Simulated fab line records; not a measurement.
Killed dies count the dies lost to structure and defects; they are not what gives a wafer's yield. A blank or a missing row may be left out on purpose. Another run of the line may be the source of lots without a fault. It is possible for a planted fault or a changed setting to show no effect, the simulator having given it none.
8D (eight disciplines) problem report, filled in by code    flow gf180mcu    the parts of the form that need people (team, actions taken, sign-off) are left out

== 1. WHAT IS WRONG ==
Wafers free of any fault read 1432 (standard deviation 9.7) for HV_LDD_3_TW at GF_HV_LDD_TW_MEAS_38, against a mean of 1319 on 9 wafers of 3 lots. That is -12 standard deviations from the usual mean.
First observed at day 15 16:02: wafer L685.2, on film_metro-04. At this step, 36 wafers from 12 lots have a number in the record. The rule behind "out" and "out of limits": a value lying over 4 standard deviations away from the usual mean. The other wafers with a number count as sound.

== 2. WHAT IT IS, AND WHAT IT ISN'T ==
question                     is                            is not
which readings at this step  HV_LDD_3_TW                   -
which lots                   L685, L686, L687              L674, L677, L678, L681, L682, L683, L689, L695, L696
which wafers of those lots   all that have a number        -
read on which gauges         film_metro-01, film_metro-04  film_metro-02
when                         from day 15 16:02             up to then (18 sound wafers); but 9 sound wafers of L689, L695, L696 came after

== 3. THE SUSPECTS, EACH WITH WHAT RULES IT OUT ==
Counting: a tool at a process step up to the reading stays a suspect if it ran every lot that is out and no sound lot after the first of them.
- the gauge at GF_HV_LDD_TW_MEAS_38 is ruled out. 2 gauges (film_metro-01, film_metro-04) read the wafers that are out.
- implanter-01 at GF_HV_LDD_IMPLANT_34: kept. Every lot that is out went through it, starting with L685 (day 15 15:27), and after that it ran no sound lot; the last sound lot it ran before then is L683 (day 15 02:19). Its own dose_ions_cm2, faraday_current_uA readings are out on those wafers.
The count leaves implanter-01 at GF_HV_LDD_IMPLANT_34.

== 4. THE CAUSE (what the simulator had put in) ==
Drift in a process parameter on implanter-01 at GF_HV_LDD_IMPLANT_34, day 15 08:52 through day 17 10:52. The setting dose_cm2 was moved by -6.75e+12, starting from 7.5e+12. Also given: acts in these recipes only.
After counting, this tool was the only one left.

== 5. THE CHAIN OF EFFECTS, in route order ==
Each row: a reading whose mean over the struck wafers that have a number lies more than 3 standard deviations from the usual. Only readings for which the record gives a usual standard deviation are gone through. hours: the time from each lot's start at the first step in this table that gives one to its start at this step, as a median over the lots. sigmas: the change in usual standard deviations.
hours  step                  reading             usual         on struck wafers  change    sigmas
0      GF_HV_LDD_IMPLANT_34  dose_ions_cm2       7.5e+12       7.6e+11           -6.7e+12  -99 or more
0      GF_HV_LDD_IMPLANT_34  faraday_current_uA  42.5          4.3               -38.2     -48
1      GF_HV_LDD_TW_MEAS_38  HV_LDD_3_TW         1432          1319              -113      -12
24     GF_HV_LDD_RS_MEAS_53  HV_LDD_RS           419.0 ohm/sq  437.7             +18.7     +19
Process steps it contains:
- GF_HV_LDD_IMPLANT_34
Later measuring or inspecting steps at which every struck wafer that the step has a row for has a number for every such reading, and none has moved that far: GF_HV_LDD_OVL_MEAS_47.

== 6. HOW IT WOULD HAVE BEEN CAUGHT EARLIER ==
In this record the first reading out of limits at a measuring or inspecting step was taken at day 15 16:02, 7 hours after the fault began at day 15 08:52.
The tool's own readings at GF_HV_LDD_IMPLANT_34 were out on every struck wafer that the step has a row for (dose_ions_cm2, faraday_current_uA): an alarm limit on them would have fired on the first of those.
Among the 3 lots that are out, L686, L687 began GF_HV_LDD_IMPLANT_34 on implanter-01 after day 15 16:02. A hold on the tool at that time would have spared those 2.
